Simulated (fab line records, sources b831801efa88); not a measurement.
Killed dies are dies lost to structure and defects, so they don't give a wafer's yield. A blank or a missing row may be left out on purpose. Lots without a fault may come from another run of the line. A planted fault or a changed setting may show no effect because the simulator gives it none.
Which tool did it? | flow sfq_line | 14 lots, 41 wafers sampled, at 3 steps of a route of 325

WHAT THE GAUGES READ, wafer by wafer
SFQ_M6_OVL_MEAS_940.
lot  | measured     | on         | M6_OVL (nm)
L150 | day 58 16:46 | overlay-01 | -7 -7 -7
L151 | day 59 01:10 | overlay-02 | -4 1 10
L152 | day 59 05:58 | overlay-02 | 6 5 5
L153 | day 59 09:34 | overlay-02 | -1 -4 -8
L156 | day 60 21:34 | overlay-01 | -17 -13 -7
L157 | day 61 01:10 | overlay-02 | 0 1 -3
L162 | day 62 15:10 | overlay-02 | -14 -8
L164 | day 63 01:44 | overlay-02 | 0 4 0
L167 | day 63 17:21 | overlay-01 | 5 7 6
L168 | day 63 21:41 | overlay-02 | -4 -7 -3
L170 | day 65 05:29 | overlay-01 | -2 -8 -6
L171 | day 65 15:11 | overlay-01 | 15 7 10
L172 | day 65 16:24 | overlay-01 | -3 -1 3
L173 | day 65 21:11 | overlay-01 | -6 0 0

WHICH TOOL RAN EACH LOT (tool, then ch and the chambers of the sampled wafers, then the start)
lot  | SFQ_TRILAYER_M5_ETCH_METAL_ETCH_126 | SFQ_TRILAYER_R5_DEP_SPUTTER_132
L150 | rie_metal-01 ch 0, day 46 03:34     | pvd_sputter-05, day 47 20:48
L151 | rie_metal-01 ch 0, day 46 07:10     | pvd_sputter-06, day 47 23:48
L152 | rie_metal-01 ch 0, day 46 10:15     | pvd_sputter-04, day 48 02:48
L153 | rie_metal-04 ch 0,1, day 46 16:11   | pvd_sputter-05, day 48 05:48
L156 | rie_metal-04 ch 0,1, day 47 17:11   | pvd_sputter-04, day 49 10:12
L157 | rie_metal-01 ch 0,1, day 47 21:59   | pvd_sputter-05, day 49 14:48
L162 | rie_metal-01 ch 0,1, day 49 15:01   | pvd_sputter-05, day 51 08:48
L164 | rie_metal-01 ch 0,1, day 50 01:41   | pvd_sputter-04, day 51 17:48
L167 | rie_metal-04 ch 0,1, day 50 20:58   | pvd_sputter-04, day 52 07:51
L168 | rie_metal-03 ch 0,1, day 51 02:53   | pvd_sputter-04, day 52 13:51
L170 | rie_metal-03 ch 1, day 51 12:32     | pvd_sputter-04, day 52 20:48
L171 | rie_metal-04 ch 0,1, day 51 22:05   | pvd_sputter-05, day 53 05:48
L172 | rie_metal-03 ch 0,1, day 52 01:46   | pvd_sputter-06, day 53 07:51
L173 | rie_metal-03 ch 0,1, day 52 05:17   | pvd_sputter-05, day 53 11:48
- SFQ_TRILAYER_M5_ETCH_METAL_ETCH_126: etches Nb in Cl2/BCl3, stops on SiO2, time 203.2 s, target depth 265 nm.
- SFQ_TRILAYER_R5_DEP_SPUTTER_132: material Ti, target thk 5 nm, time 5 s.

WHAT THE TOOLS THEMSELVES READ (means of the sampled wafers that have a number; where no wafer has one, the mark that the record gives instead)
SFQ_TRILAYER_M5_ETCH_METAL_ETCH_126.
lot  | tool         | chamber_pressure_mTorr (mTorr) | drypump_motor_current_A (A) | oes_product_au (a.u.) | run_length_s (s)
L150 | rie_metal-01 | 10.006                         | 5.0                         | 0.725                 | 231.6
L151 | rie_metal-01 | 9.990                          | 5.0                         | 0.734                 | 231.7
L152 | rie_metal-01 | 10.003                         | 5.0                         | 0.723                 | 231.6
L153 | rie_metal-04 | 9.997                          | 5.9                         | 0.720                 | 231.7
L156 | rie_metal-04 | 10.006                         | 5.9                         | 0.733                 | 231.4
L157 | rie_metal-01 | 9.999                          | 5.6                         | 0.724                 | 231.4
L162 | rie_metal-01 | 9.997                          | 5.5                         | 0.681                 | 259.4
L164 | rie_metal-01 | 10.006                         | 5.3                         | 0.695                 | 250.0
L167 | rie_metal-04 | 9.998                          | 5.9                         | 0.731                 | 231.7
L168 | rie_metal-03 | 9.988                          | 5.2                         | 0.721                 | 231.4
L170 | rie_metal-03 | 10.010                         | 5.3                         | 0.727                 | 234.4
L171 | rie_metal-04 | 9.998                          | 5.9                         | 0.734                 | 231.8
L172 | rie_metal-03 | 10.000                         | 5.2                         | 0.724                 | 231.4
L173 | rie_metal-03 | 10.003                         | 5.2                         | 0.721                 | 231.0

SFQ_TRILAYER_R5_DEP_SPUTTER_132.
lot  | tool           | throttle_valve_pct (%)
L150 | pvd_sputter-05 | 30.9
L151 | pvd_sputter-06 | 29.8
L152 | pvd_sputter-04 | 29.5
L153 | pvd_sputter-05 | 31.0
L156 | pvd_sputter-04 | 29.9
L157 | pvd_sputter-05 | 31.1
L162 | pvd_sputter-05 | 29.4
L164 | pvd_sputter-04 | 30.3
L167 | pvd_sputter-04 | 29.3
L168 | pvd_sputter-04 | 30.3
L170 | pvd_sputter-04 | 29.9
L171 | pvd_sputter-05 | 29.7
L172 | pvd_sputter-06 | 30.3
L173 | pvd_sputter-05 | 30.1

THE ANSWER, worked out from the rows above alone
Rule: what is usual is taken from the lots themselves. Put in order of their means at a reading, lots are off if they are a third of the lots or fewer, leave a main group of 4 or more, and stand apart from it by a gap of 3 or more times the standard deviation of the main group's means; of several such gaps the widest counts. A main group whose means are all the same, to the digits that the tables above print for the reading, isn't used. A lot without any number at a reading at which 4 lots or more have one is off too. The other lots that the step has rows for count as sound. The gauges are gone through in route order, then the tools' own readings, and for those a lot's mean is taken as printed above. The first step at which some lot is off is used, and at that step the reading that is off furthest; a lot without a number counts as furthest.
Off: L162, L164, at SFQ_TRILAYER_M5_ETCH_METAL_ETCH_126 (run_length_s). The main group: mean 231.8 s, standard deviation 0.82.
A tool fits if, at that step or a process step before it, it ran every lot that is off, and no sound lot after the first of them. One fits: rie_metal-01 at SFQ_TRILAYER_M5_ETCH_METAL_ETCH_126. Its last sound lot is L157 (day 47 21:59), its first lot that is off L162 (day 49 15:01): a fault that began between those two fits.
The tool's own readings at SFQ_TRILAYER_M5_ETCH_METAL_ETCH_126 bear it out: on the lots that are off they differ by more than 5 times the standard deviation of the sound lots' means. oes_product_au reads 0.688 a.u. there against 0.726 a.u. on the sound lots; run_length_s reads 254.7 s there against 231.8 s on the sound lots.

WHAT THE SIMULATOR HAD PUT IN
Process parameter drift: rie_metal-01, from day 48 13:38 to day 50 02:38, at SFQ_TRILAYER_M5_ETCH_METAL_ETCH_126. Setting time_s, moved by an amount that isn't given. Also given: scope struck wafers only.
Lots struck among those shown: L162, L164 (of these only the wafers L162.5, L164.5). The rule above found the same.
